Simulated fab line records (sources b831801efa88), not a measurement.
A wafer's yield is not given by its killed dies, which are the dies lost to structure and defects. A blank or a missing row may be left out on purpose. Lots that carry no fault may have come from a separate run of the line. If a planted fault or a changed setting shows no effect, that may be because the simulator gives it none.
What tool caused it? / flow gf180mcu / 18 wafers from 6 lots sampled at 2 of the route's 602 steps

WHAT THE GAUGES READ, wafer by wafer
GF_SALICIDE_RS_MEAS_04: the measuring method here is four-point-probe.
lot=L461; measured=day 15 07:19; on=filmMetro-04; SALICIDE_TIN_RS (ohm/sq)=16.5 16.5 16.5
lot=L464; measured=day 16 14:16; on=filmMetro-01; SALICIDE_TIN_RS (ohm/sq)=16.6 16.2 16.7
lot=L467; measured=day 17 16:32; on=filmMetro-03; SALICIDE_TIN_RS (ohm/sq)=16.7 15.9 16.0
lot=L470; measured=day 18 21:29; on=filmMetro-04; SALICIDE_TIN_RS (ohm/sq)=16.0 16.2 15.9
lot=L475; measured=day 20 23:28; on=filmMetro-01; SALICIDE_TIN_RS (ohm/sq)=17.7 17.6 17.7
lot=L481; measured=day 22 12:10; on=filmMetro-04; SALICIDE_TIN_RS (ohm/sq)=16.2 16.2 16.1

TOOL THAT RAN EACH LOT (tool first, then ch and the chambers of the sampled wafers, then the start)
lot=L461; GF_SALICIDE_SPUTTER_02=pvdSputter-03, day 15 07:16
lot=L464; GF_SALICIDE_SPUTTER_02=pvdSputter-02, day 16 14:10
lot=L467; GF_SALICIDE_SPUTTER_02=pvdSputter-04, day 17 16:28
lot=L470; GF_SALICIDE_SPUTTER_02=pvdSputter-03, day 18 21:24
lot=L475; GF_SALICIDE_SPUTTER_02=pvdSputter-02, day 20 23:25
lot=L481; GF_SALICIDE_SPUTTER_02=pvdSputter-03, day 22 12:06
- GF_SALICIDE_SPUTTER_02: material Co, target thk 10 nm, time 20 s.

THE ANSWER, worked out from the rows above alone
Rule: the lots themselves supply what counts as usual. The widest of any qualifying gaps counts: lots, ordered by their means at a reading, are off when they make up no more than a third of the lots, leave a main group of 4 or more, and stand apart from it by 3 or more times the standard deviation of that group's means. If all means in a main group match to the digits the tables above print for the reading, that group is not used. A lot without any number at a reading at which 4 lots or more have one is off too. The other lots that the step has rows for count as sound.
Off: L475, seen at GF_SALICIDE_RS_MEAS_04 (SALICIDE_TIN_RS). The main group: mean 16.3 ohm/sq, standard deviation 0.19.
A tool fits if, at a process step before that reading, it ran every lot that is off, and no sound lot after the first of them. The gauges at GF_SALICIDE_RS_MEAS_04 are tried like those tools. 2 tools fit, pvdSputter-02 at GF_SALICIDE_SPUTTER_02 and filmMetro-01 at GF_SALICIDE_RS_MEAS_04, so this cannot tell which one it is.

WHAT THE SIMULATOR PUT IN
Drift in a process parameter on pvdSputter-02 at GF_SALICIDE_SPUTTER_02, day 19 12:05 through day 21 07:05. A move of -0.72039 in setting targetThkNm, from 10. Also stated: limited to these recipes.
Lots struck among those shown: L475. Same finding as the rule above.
